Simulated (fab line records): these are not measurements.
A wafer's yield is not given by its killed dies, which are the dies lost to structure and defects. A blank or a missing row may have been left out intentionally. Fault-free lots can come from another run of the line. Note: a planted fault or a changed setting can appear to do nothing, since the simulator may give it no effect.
Code-filled problem report in 8D (eight disciplines) form ; flow sky130 ; the parts of the form that need people (team, actions taken, sign-off) are left out

## 1. THE ISSUE
Mean SD_N_TW at SKY_SD_N_TW_MEAS_12: 3732 over 6 wafers in 2 lots; fault-free wafers: 3977, standard deviation 36. Measured from the usual mean, that is -6.8 standard deviations.
Earliest sighting: wafer L644.2 on film_metro-03 at day 33 04:26. The record holds 30 wafers of 10 lots with a number at this step. Rule for "out", or "out of limits": more than 4 standard deviations from the usual mean. All remaining wafers that have a number are taken as sound.

## 2. WHAT THIS IS AND IS NOT
question;is;is not
which readings at this step;SD_N_TW;-
which lots;L644, L646;L629, L633, L635, L638, L639, L645, L649, L651
which wafers of those lots;all that have a number;-
read on which gauges;film_metro-03;film_metro-02, film_metro-04
when;from day 33 04:26;"up to then (15 sound wafers); but 9 sound wafers of L645, L649, L651 came after"

## 3. SUSPECTS, AND WHAT RULES EACH OUT
Counting: any tool at a process step up to the reading is kept as a suspect provided that every lot that is out went through it and no sound lot did after the first of them.
- the gauge at SKY_SD_N_TW_MEAS_12: ruled out. All the wafers that are out were read on film_metro-03, but those of them that SKY_SD_N_IMPLANT_09 has rows for are out there too, on other tools.
- implanter-01 at SKY_SD_N_IMPLANT_09: kept. All lots that are out passed through it, beginning with L644 at day 33 04:02, and no sound lot followed; its final sound lot before that point was L639 at day 31 20:56. On those wafers its own readings are out: beam_energy_keV.
- plasma_asher-03 at SKY_SD_N_STRIP_11 (strips in O2/N2): kept. All lots that are out passed through it, beginning with L644 at day 33 04:19, and no sound lot followed; its final sound lot before that point was L639 at day 31 21:13. On those wafers its own readings are out: oes_product_au, strip_time_to_endpoint_s.
What counting leaves: implanter-01 at SKY_SD_N_IMPLANT_09 and plasma_asher-03 at SKY_SD_N_STRIP_11.

## 4. THE CAUSE (what the simulator had put in)
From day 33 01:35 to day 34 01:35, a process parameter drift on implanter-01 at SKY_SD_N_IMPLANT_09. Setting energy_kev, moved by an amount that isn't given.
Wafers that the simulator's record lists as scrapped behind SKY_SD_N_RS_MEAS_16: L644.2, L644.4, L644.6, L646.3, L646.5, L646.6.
Of the 2 suspects that counting leaves, this tool is one.

## 5. THE CHAIN OF EFFECTS, in route order
Each row: a reading whose mean over the struck wafers that have a number lies more than 3 standard deviations from the usual. Scope: only readings with a usual standard deviation given in the record; hours: median across lots of the time from each lot's start at the first step in this table that gives one to its start at this step; sigmas: change in usual standard deviations.
hours;step;reading;usual;on struck wafers;change;sigmas
0;SKY_SD_N_IMPLANT_09;beam_energy_keV;50.001;38.080;-11.921;-99 or more
0;SKY_SD_N_STRIP_11;oes_product_au;0.527 a.u.;0.553;+0.026;+6.0
0;SKY_SD_N_STRIP_11;strip_time_to_endpoint_s;22.57 s;20.77;-1.80;-44
0;SKY_SD_N_TW_MEAS_12;SD_N_TW;3977;3732;-245;-6.8
5;SKY_SD_N_RS_MEAS_16;SD_N_RS;68.63 ohm/sq;78.18;+9.55;+98
Here are the process steps it includes:
- SKY_SD_N_IMPLANT_09
- SKY_SD_N_STRIP_11: strips in O2/N2.

## 6. HOW IT WOULD HAVE BEEN CAUGHT EARLIER
Counted from the fault's start at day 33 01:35, it took 3 hours until the first out-of-limits reading at a measuring or inspecting step in this record, taken at day 33 04:26.
At SKY_SD_N_IMPLANT_09, the tool's own readings (beam_energy_keV) were out on each struck wafer the step has a row for, so an alarm limit on them would have fired on the first such wafer.
Lots out: 2; of these, L646 started SKY_SD_N_IMPLANT_09 on implanter-01 after day 33 04:26. A hold on the tool at that time would have spared it.
